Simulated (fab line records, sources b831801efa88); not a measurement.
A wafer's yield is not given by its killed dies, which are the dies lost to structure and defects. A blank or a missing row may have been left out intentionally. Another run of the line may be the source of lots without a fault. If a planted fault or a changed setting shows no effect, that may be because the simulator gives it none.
fab line records	flow sky130
record: lots: 7	wafers: 21	lastDay: 50
route steps=708 shown POLY_GATE@235 LDD_N@237 LDD_P@255 PAD_OPEN@708
lots untouched by any fault: they come from a run of this same line in which no faults occurred
startH: start of the lot's first displayed wafer, in hours after the record's first day	waitH: how many hours have passed since the lot's step before this one	" unchanged from the row above	L1.1+2: a row that stands for several wafers	- no value, or no start was given	* or withheld: withheld	< > ~ a bound
route shown NAME@n: NAME is a module with steps in the file, n the number in the route of the first one	usual: mean and standard deviation over wafers with no fault	same: alike in all rows	chamber/n: place in a boat	sites: readings site by site	_std_site: standard deviation of those values	_edge_site: inner sites' mean taken away from outer sites' mean	radiusMm: for every site, how far away it sits from the centre of the wafer	mask NAME#n: copy n	behind: tool/chamber where the wafer was last shaped	hold: what put the lot on hold/how long, in hours/how the hold closed	device: the n, p or np transistor that did not switch	end of line: at the end of the route, the tests of the same wafers	a step given without rows: its recipe and nothing more	killed: dies lost to structure and defects at the first sort, not the wafer's yield	map: per-die view of a wafer (x killed, . not killed, _ where there is no die)
set.NAME: the run value of the setting; set.NAME@STEP: its run value at that earlier step	model.NAME: the simulator's own value behind a step, which no gauge read
lots at selected steps of the route; one table per step, one row per wafer
services: the hour from which a tool's chamber was out of use, counted from the record's first day as startH (under 0 if before that day), plus the number of hours and why
== steps ==
step: SKY_POLY_GATE_THK_MEAS_21
recipe: reads: SiO2_of_POLY_GATE_OXIDATION_20
usual: POLY_GATE_OXIDATION_THK: 4.02/0.076
lot.wafer	tool	chamber	startH	waitH	POLY_GATE_OXIDATION_THK[nm]
L712.1	filmMetro-03	-	400.43	0.0	4.00
L712.4	"	-	"	"	3.98
L712.6	"	-	"	"	4.02
L714.3	filmMetro-02	-	420.35	0.1	3.96
L714.4	"	-	"	"	3.98
L714.5	"	-	"	"	3.95
L717.1	filmMetro-02	-	458.91	0.1	3.95
L717.2	"	-	"	"	3.90
L717.5	"	-	"	"	4.00
L725.1	filmMetro-01	-	536.49	0.0	3.99
L725.5	"	-	"	"	4.10
L725.6	"	-	"	"	4.00
L728.1	filmMetro-03	-	541.29	0.0	3.92
L728.4	"	-	"	"	4.03
L728.6	"	-	"	"	4.04
L729.1	filmMetro-02	-	548.73	0.0	4.10
L729.2	"	-	"	"	4.03
L729.5	"	-	"	"	4.06
L730.2	filmMetro-01	-	563.50	0.0	4.11
L730.3	"	-	"	"	4.09
L730.5	"	-	"	"	4.17
step: SKY_POLY_GATE_CD_MEAS_22
usual: cdNm: 149.1/2.1
lot.wafer	tool	chamber	startH	waitH	cdNm
L712.1	cdSem-01	-	400.49	0.1	149.3
L712.4	"	-	"	"	149.1
L712.6	"	-	"	"	149.6
L714.3	cdSem-02	-	420.55	0.2	151.8
L714.4	"	-	"	"	147.7
L714.5	"	-	"	"	148.2
L717.1	cdSem-01	-	458.97	0.1	147.1
L717.2	"	-	"	"	149.4
L717.5	"	-	"	"	147.5
L725.1	cdSem-01	-	536.55	0.1	148.5
L725.5	"	-	"	"	148.8
L725.6	"	-	"	"	148.0
L728.1	cdSem-01	-	541.35	0.1	151.4
L728.4	"	-	"	"	149.7
L728.6	"	-	"	"	150.2
L729.1	cdSem-02	-	548.79	0.1	150.6
L729.2	"	-	"	"	148.9
L729.5	"	-	"	"	150.8
L730.2	cdSem-02	-	563.57	0.1	146.6
L730.3	"	-	"	"	149.6
L730.5	"	-	"	"	147.8
step: SKY_LDD_N_DEHYDRATE_00
recipe: tempC: 200	timeS: 60
step: SKY_LDD_N_HMDS_01
recipe: primeTimeS: 60	primeTempC: 120
step: SKY_LDD_N_COAT_02
recipe: resist: NOVOLAK	spinRpm: 3000	resistThkNm: 300
step: SKY_LDD_N_SOFTBAKE_03
recipe: tempC: 90	timeS: 60	resist: NOVOLAK
step: SKY_LDD_N_EXPOSE_04
recipe: maskId: NTM	targetCdNm: 840	na: 0.6	sourceShape: conventional	sigmaOuter: 0.6	doseMj: 110
step: SKY_LDD_N_PEB_05
recipe: tempC: withheld	timeS: *	resist: NOVOLAK
step: SKY_LDD_N_DEVELOP_06
recipe: developTimeS: 60	devTempC: 23
step: SKY_LDD_N_OVL_MEAS_07
usual: LDD_N_OVL: 0.4/1.7
lot.wafer	tool	chamber	startH	waitH	LDD_N_OVL[nm]
L712.1	overlay-01	-	430.04	0.1	-1.0
L712.4	"	-	"	"	-0.4
L712.6	"	-	"	"	-1.3
L714.3	overlay-01	-	451.65	0.1	-0.5
L714.4	"	-	"	"	-1.3
L714.5	"	-	"	"	0.2
L717.1	overlay-02	-	489.44	0.1	-2.0
L717.2	"	-	"	"	-2.7
L717.5	"	-	"	"	-3.5
L725.1	overlay-02	-	566.48	0.1	-3.8
L725.5	"	-	"	"	-3.8
L725.6	"	-	"	"	-1.2
L728.1	overlay-02	-	571.09	0.1	1.0
L728.4	"	-	"	"	0.5
L728.6	"	-	"	"	1.0
L729.1	overlay-02	-	578.72	0.1	1.5
L729.2	"	-	"	"	-0.9
L729.5	"	-	"	"	-0.3
L730.2	overlay-01	-	592.80	0.1	0.8
L730.3	"	-	"	"	1.0
L730.5	"	-	"	"	0.5
step: SKY_LDD_N_IMPLANT_08
recipe: species: As	energyKev: 20	doseCm2: 7.5e+13	tiltDeg: withheld	rotationDeg: 23
step: SKY_LDD_N_IMPLANT_09
recipe: species: As	energyKev: 20	doseCm2: 7.5e+13	tiltDeg: withheld	rotationDeg: 113
step: SKY_LDD_N_IMPLANT_10
recipe: species: As	energyKev: 20	doseCm2: 7.5e+13	tiltDeg: withheld	rotationDeg: 203
same: implantIonAmu: 75
lot.wafer	tool	chamber	startH	waitH
L712.1+4+6	implanter-01	0	430.38	0.1
L714.3+4+5	implanter-02	0	452.02	0.1
L717.1+2+5	implanter-01	0	489.78	0.1
L725.1+5+6	implanter-02	0	566.82	0.1
L728.1+4+6	implanter-02	0	571.43	0.1
L728.1+4+6	implanter-02	0	571.75	0.3
L729.1+2+5	implanter-02	0	579.05	0.1
L729.1+2+5	implanter-02	0	579.37	0.3
L730.2+3+5	implanter-03	0	593.15	0.1
L730.2+3+5	implanter-03	0	593.47	0.3
step: SKY_LDD_N_IMPLANT_11
recipe: species: As	energyKev: 20	doseCm2: 7.5e+13	tiltDeg: withheld	rotationDeg: 293
step: SKY_LDD_N_IMPLANT_12
recipe: species: BF2	energyKev: 50	doseCm2: 5e+12	tiltDeg: 30	rotationDeg: 0
step: SKY_LDD_N_IMPLANT_13
recipe: species: BF2	energyKev: 50	doseCm2: 5e+12	tiltDeg: 30	rotationDeg: 90
step: SKY_LDD_N_IMPLANT_14
recipe: species: BF2	energyKev: 50	doseCm2: 5e+12	tiltDeg: 30	rotationDeg: 180
step: SKY_LDD_N_IMPLANT_15
recipe: species: BF2	energyKev: 50	doseCm2: 5e+12	tiltDeg: 30	rotationDeg: 270
step: SKY_LDD_N_STRIP_16
recipe: chemistry: O2/N2	powerW: 1400	pressureMtorr: 1500	platenTempC: withheld	o2FlowSccm: 3000	n2FlowSccm: 300	overashFraction: 0.5
usual: drypumpMotorCurrentA: 5.5/0.56	oesProductAu: 0.407/0.0044	stripTimeToEndpointS: 4.308/0.015
lot.wafer	tool	chamber	startH	waitH	drypumpMotorCurrentA	oesProductAu	rfHoursCounterH	stripTimeToEndpointS
L712.1	plasmaAsher-01	1	431.28	0.1	5.6	0.408	29	4.286
L712.4	"	1	"	"	5.7	0.409	-	4.305
L712.6	"	0	"	"	5.8	0.407	-	4.296
L714.3	plasmaAsher-02	1	452.90	0.1	5.0	0.408	-	4.301
L714.4	"	0	"	"	5.2	0.405	-	4.313
L714.5	"	0	"	"	5.2	0.403	-	4.310
L717.1	plasmaAsher-02	0	490.68	0.1	5.2	0.405	76	4.275
L717.2	"	1	"	"	5.0	0.407	76	4.296
L717.5	"	0	"	"	5.2	0.405	-	4.301
L725.1	plasmaAsher-02	1	567.72	0.1	4.9	0.407	84	4.286
L725.5	"	0	"	"	5.2	0.406	-	4.298
L725.6	"	1	"	"	5.0	0.418	-	4.296
L728.1	plasmaAsher-04	0	572.65	0.1	6.3	0.414	16	4.502
L728.4	"	0	"	"	6.4	0.404	-	4.498
L728.6	"	0	"	"	6.3	0.400	-	4.503
L729.1	plasmaAsher-04	1	580.27	0.1	4.9	0.410	16	4.521
L729.2	"	0	"	"	6.3	0.405	16	4.536
L729.5	"	1	"	"	4.8	0.406	-	4.520
L730.2	plasmaAsher-02	0	594.35	0.1	5.2	0.412	87	4.507
L730.3	"	1	"	"	4.9	0.400	-	4.527
L730.5	"	1	"	"	4.9	0.403	-	4.514
step: SKY_LDD_N_TW_MEAS_17
usual: LDD_N_TW: 2587/33
lot.wafer	tool	chamber	startH	waitH	LDD_N_TW
L712.1	filmMetro-02	-	431.38	0.1	2570
L712.4	"	-	"	"	2565
L712.6	"	-	"	"	2565
L714.3	filmMetro-03	-	452.99	0.1	2577
L714.4	"	-	"	"	2574
L714.5	"	-	"	"	2577
L717.1	filmMetro-04	-	490.78	0.1	2610
L717.2	"	-	"	"	2637
L717.5	"	-	"	"	2614
L725.1	filmMetro-03	-	567.82	0.1	2598
L725.5	"	-	"	"	2585
L725.6	"	-	"	"	2584
L728.1	filmMetro-04	-	572.75	0.1	2737
L728.4	"	-	"	"	2730
L728.6	"	-	"	"	2731
L729.1	filmMetro-03	-	580.37	0.1	2689
L729.2	"	-	"	"	2687
L729.5	"	-	"	"	2692
L730.2	filmMetro-02	-	594.46	0.1	2669
L730.3	"	-	"	"	2652
L730.5	"	-	"	"	2662
step: SKY_LDD_P_DEHYDRATE_00
recipe: tempC: 200	timeS: 60
step: SKY_PAD_OPEN_PROBE_99
usual: killed_at_M0_to_M3: 45/7.5	killed_at_M4_up: 3.2/1.8	killedAtContacts: 24/4.9	killedAtFrontEnd: 15/4.4	killedAtOther: 0.3/0.54	killedDies: 87/9.8	killedOnRim: 17/4.2	killedOpen: 47/6.4	killedShort: 40/6.5
same: grossDies: 492	killedAtBackSide: 0
lot.wafer	tool	chamber	startH	waitH	killed_at_M0_to_M3	killed_at_M4_up	killedAtContacts	killedAtFrontEnd	killedAtOther	killedDies	killedOnRim	killedOpen	killedShort	model.etest.tipN.rsOhmSq	model.etest.nfet_01v8_swapped.vtSatV	model.etest.nfet_01v8_turned.vtSatV
L712.1	prober-02	-	1096.65	0.1	41	4	20	13	0	78	17	40	38	442.5	0.6579	0.6608
L712.4	prober-02	-	1096.80	0.2	44	5	15	15	0	79	13	39	40	444.4	0.6534	0.6514
L712.6	prober-02	-	1096.90	0.2	42	7	17	27	1	94	20	46	48	445.4	0.6647	0.6593
L714.3	prober-01	-	1111.38	0.2	50	6	25	13	0	94	18	49	44	441.6	0.6479	0.6496
L714.4	prober-01	-	1111.43	0.2	51	2	23	17	0	93	25	56	37	440.8	0.6516	0.6498
L714.5	prober-01	-	1111.48	0.2	49	2	20	20	0	91	19	49	42	439.4	0.6574	0.6558
L717.1	prober-01	-	1135.51	0.1	36	6	22	14	0	78	12	44	33	443.1	0.6472	0.6479
L717.2	prober-01	-	1135.56	0.1	44	6	26	10	0	86	13	50	33	439.5	0.6477	0.6459
L717.5	prober-01	-	1135.71	0.2	50	3	28	12	0	93	19	50	38	440.9	0.659	0.6558
L725.1	prober-02	-	1185.41	0.1	52	6	26	25	1	110	25	54	56	442.4	0.6482	0.6515
L725.5	prober-02	-	1185.61	0.2	39	2	25	15	0	81	16	38	43	443.6	0.6538	0.6538
L725.6	prober-02	-	1185.66	0.2	39	1	24	15	0	79	17	43	36	440.8	0.6569	0.652
L728.1	prober-02	-	1187.20	0.1	51	1	25	14	0	91	15	45	45	384.1	0.6438	0.6482
L728.4	prober-02	-	1187.35	0.2	44	6	21	11	0	82	12	44	38	387.2	0.6399	0.6448
L728.6	prober-02	-	1187.45	0.2	25	2	30	10	0	67	14	41	26	388.4	0.6497	0.6496
L729.1	prober-01	-	1189.19	0.1	44	0	21	15	0	80	13	46	34	382.3	0.6379	0.6404
L729.2	prober-01	-	1189.24	0.1	35	3	27	10	0	75	17	37	37	381.9	0.6367	0.6416
L729.5	prober-01	-	1189.39	0.2	28	4	29	12	0	73	21	42	31	383.7	0.6359	0.644
L730.2	prober-01	-	1198.41	0.1	46	3	25	18	0	92	19	45	47	395.9	0.6503	0.65
L730.3	prober-01	-	1198.46	0.2	40	4	26	8	0	78	15	36	42	391.1	0.6526	0.657
L730.5	prober-01	-	1198.56	0.2	53	3	19	20	0	95	14	49	46	395.3	0.6485	0.6527
killed by level:class
L712.1 VIA1:geometricParticle:open=8 CONTACT:geometricParticle:open=7 VIA3:geometricParticle:short=7 LI_CONTACT:geometricParticle:open=6 METAL2:geometricParticle:short=5 VIA3:geometricParticle:open=5 VIA2:geometricParticle:open=4 METAL1:geometricParticle:short=4
L712.4 VIA1:geometricParticle:open=9 METAL3:geometricParticle:short=8 VIA3:geometricParticle:open=8 POLY_GATE:geometricParticle:short=7 METAL1:geometricParticle:short=5 VIA2:geometricParticle:open=5 LI_CONTACT:geometricParticle:open=4 VIA3:geometricParticle:short=4
L712.6 VIA1:geometricParticle:open=13 CONTACT:geometricParticle:open=7 FIELD_ISO:geometricParticle:short=6 VIA2:geometricParticle:short=6 POLY_GATE:geometricParticle:open=5 POLY_GATE:geometricParticle:short=4 METAL1:geometricParticle:short=4 VIA1:geometricParticle:short=4
L714.3 VIA1:geometricParticle:open=10 VIA3:geometricParticle:open=9 CONTACT:geometricParticle:open=8 VIA2:geometricParticle:open=7 METAL1:geometricParticle:short=7 CONTACT:geometricParticle:short=6 LI_CONTACT:geometricParticle:open=5 METAL2:geometricParticle:short=5
L714.4 VIA2:geometricParticle:open=13 VIA1:geometricParticle:open=12 VIA3:geometricParticle:open=10 LOCAL_INTERCONNECT:geometricParticle:short=7 CONTACT:geometricParticle:open=6 CONTACT:geometricParticle:short=5 FIELD_ISO:geometricParticle:short=4 FIELD_ISO:geometricParticle:open=4
L714.5 CONTACT:geometricParticle:open=12 VIA1:geometricParticle:open=10 VIA2:geometricParticle:open=9 VIA2:geometricParticle:short=7 METAL2:geometricParticle:short=6 POLY_GATE:geometricParticle:short=5 VIA3:geometricParticle:open=5 FIELD_ISO:geometricParticle:short=4
L717.1 VIA1:geometricParticle:open=8 FIELD_ISO:geometricParticle:short=7 VIA3:geometricParticle:open=7 LI_CONTACT:geometricParticle:open=7 CONTACT:geometricParticle:open=6 VIA2:geometricParticle:open=6 VIA1:geometricParticle:short=5 FIELD_ISO:geometricParticle:open=4
L717.2 VIA1:geometricParticle:open=10 LI_CONTACT:geometricParticle:open=9 VIA2:geometricParticle:open=8 CONTACT:geometricParticle:open=7 METAL2:geometricParticle:short=7 VIA3:geometricParticle:open=7 CONTACT:geometricParticle:short=5 POLY_GATE:geometricParticle:open=4
L717.5 CONTACT:geometricParticle:open=14 VIA1:geometricParticle:open=11 VIA2:geometricParticle:open=8 VIA3:geometricParticle:short=7 LI_CONTACT:geometricParticle:open=5 VIA3:geometricParticle:open=5 LI_CONTACT:geometricParticle:short=4 LOCAL_INTERCONNECT:geometricParticle:short=4
L725.1 LI_CONTACT:geometricParticle:open=13 VIA1:geometricParticle:open=11 VIA3:geometricParticle:open=10 POLY_GATE:geometricParticle:short=9 METAL1:geometricParticle:short=8 VIA2:geometricParticle:open=7 POLY_GATE:geometricParticle:open=6 METAL4:geometricParticle:short=6
L725.5 CONTACT:geometricParticle:open=10 VIA1:geometricParticle:open=10 METAL1:geometricParticle:short=8 FIELD_ISO:geometricParticle:open=7 CONTACT:geometricParticle:short=5 METAL2:geometricParticle:short=5 VIA1:geometricParticle:short=5 POLY_GATE:geometricParticle:short=4
L725.6 VIA1:geometricParticle:open=14 LI_CONTACT:geometricParticle:open=8 POLY_GATE:geometricParticle:short=6 LI_CONTACT:geometricParticle:short=5 METAL2:geometricParticle:short=5 VIA2:geometricParticle:open=5 CONTACT:geometricParticle:short=4 CONTACT:geometricParticle:open=4
L728.1 VIA1:geometricParticle:open=14 CONTACT:geometricParticle:short=7 POLY_GATE:geometricParticle:short=6 VIA3:geometricParticle:open=6 METAL2:geometricParticle:short=6 METAL1:geometricParticle:short=5 CONTACT:geometricParticle:open=5 VIA3:geometricParticle:short=5
L728.4 VIA3:geometricParticle:open=10 VIA1:geometricParticle:open=8 METAL1:geometricParticle:short=8 CONTACT:geometricParticle:open=7 VIA2:geometricParticle:open=6 METAL4:geometricParticle:short=6 LI_CONTACT:geometricParticle:short=5 CONTACT:geometricParticle:short=5
L728.6 CONTACT:geometricParticle:open=9 LI_CONTACT:geometricParticle:open=9 VIA3:geometricParticle:open=6 CONTACT:geometricParticle:short=5 POLY_GATE:geometricParticle:open=4 LI_CONTACT:geometricParticle:short=4 METAL2:geometricParticle:short=4 VIA2:geometricParticle:open=4
L729.1 CONTACT:geometricParticle:open=9 VIA3:geometricParticle:open=9 VIA1:geometricParticle:open=8 VIA2:geometricParticle:short=7 VIA1:geometricParticle:short=7 CONTACT:geometricParticle:short=5 FIELD_ISO:geometricParticle:open=4 LI_CONTACT:geometricParticle:open=4
L729.2 CONTACT:geometricParticle:open=13 METAL2:geometricParticle:short=8 VIA1:geometricParticle:open=7 CONTACT:geometricParticle:short=6 VIA2:geometricParticle:short=6 LI_CONTACT:geometricParticle:open=5 VIA3:geometricParticle:short=4 VIA3:geometricParticle:open=4
L729.5 LI_CONTACT:geometricParticle:open=9 CONTACT:geometricParticle:open=8 VIA1:geometricParticle:short=6 CONTACT:geometricParticle:short=6 VIA3:geometricParticle:open=5 VIA2:geometricParticle:open=5 FIELD_ISO:geometricParticle:short=4 VIA1:geometricParticle:open=4
L730.2 VIA1:geometricParticle:open=14 METAL2:geometricParticle:short=10 CONTACT:geometricParticle:open=7 LI_CONTACT:geometricParticle:open=6 LOCAL_INTERCONNECT:geometricParticle:short=6 METAL1:geometricParticle:short=6 FIELD_ISO:geometricParticle:open=5 FIELD_ISO:geometricParticle:short=4
L730.3 LI_CONTACT:geometricParticle:open=8 METAL1:geometricParticle:short=7 METAL2:geometricParticle:short=7 VIA1:geometricParticle:open=5 CONTACT:geometricParticle:short=5 CONTACT:geometricParticle:open=5 VIA2:geometricParticle:open=5 LI_CONTACT:geometricParticle:short=4
L730.5 FIELD_ISO:geometricParticle:short=11 VIA1:geometricParticle:open=11 METAL2:geometricParticle:short=8 VIA2:geometricParticle:open=8 VIA3:geometricParticle:open=6 LI_CONTACT:geometricParticle:open=6 CONTACT:geometricParticle:open=6 METAL1:geometricParticle:short=5
== services ==
tool	chamber	startH	hours	kind
plasmaAsher-04	-	421.25	9.0	pm
plasmaAsher-04	0	421.25	9.0	ventCycle
plasmaAsher-04	1	421.25	9.0	ventCycle
plasmaAsher-04	0	430.25	-	clean
plasmaAsher-04	1	430.25	-	clean
plasmaAsher-01	-	451.72	25.9	repair
plasmaAsher-04	-	475.77	2.8	pm
implanter-02	-	496.54	5.2	repair
== key ==
firstSign: step: SKY_LDD_N_IMPLANT_10	reading: visit	direction: added
effect: step: SKY_LDD_N_STRIP_16	reading: stripTimeToEndpointS	direction: up	sigmas: 13	usual: *	struck: *
effect: step: SKY_LDD_N_TW_MEAS_17	reading: LDD_N_TW	direction: up	sigmas: 3.3	usual: 2587	struck: 2694
modelEffect: step: SKY_PAD_OPEN_PROBE_99	value: etest.tipN.rsOhmSq	without: 442.4	struck: 387.8
metAt SKY_LDD_N_IMPLANT_10
struckWafers L728.1,L728.4,L728.6,L729.1,L729.2,L729.5,L730.2,L730.3,L730.5
testerLeftOut L728,L729,L730
fault: kind: repeatedStepWhole	tool: implanter-01,implanter-02,implanter-03	chamber: -	onsetH: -	steps: SKY_LDD_N_IMPLANT_10	times: 1	scope: struckLotsOnly
testerLeftOut: of these lots the tester's yield and bins aren't shown, on N5 and GAA mostly nor the transistor test; their killed dies are dies lost to structure and defects alone, not to doping, threshold or leakage, so they don't give the yield
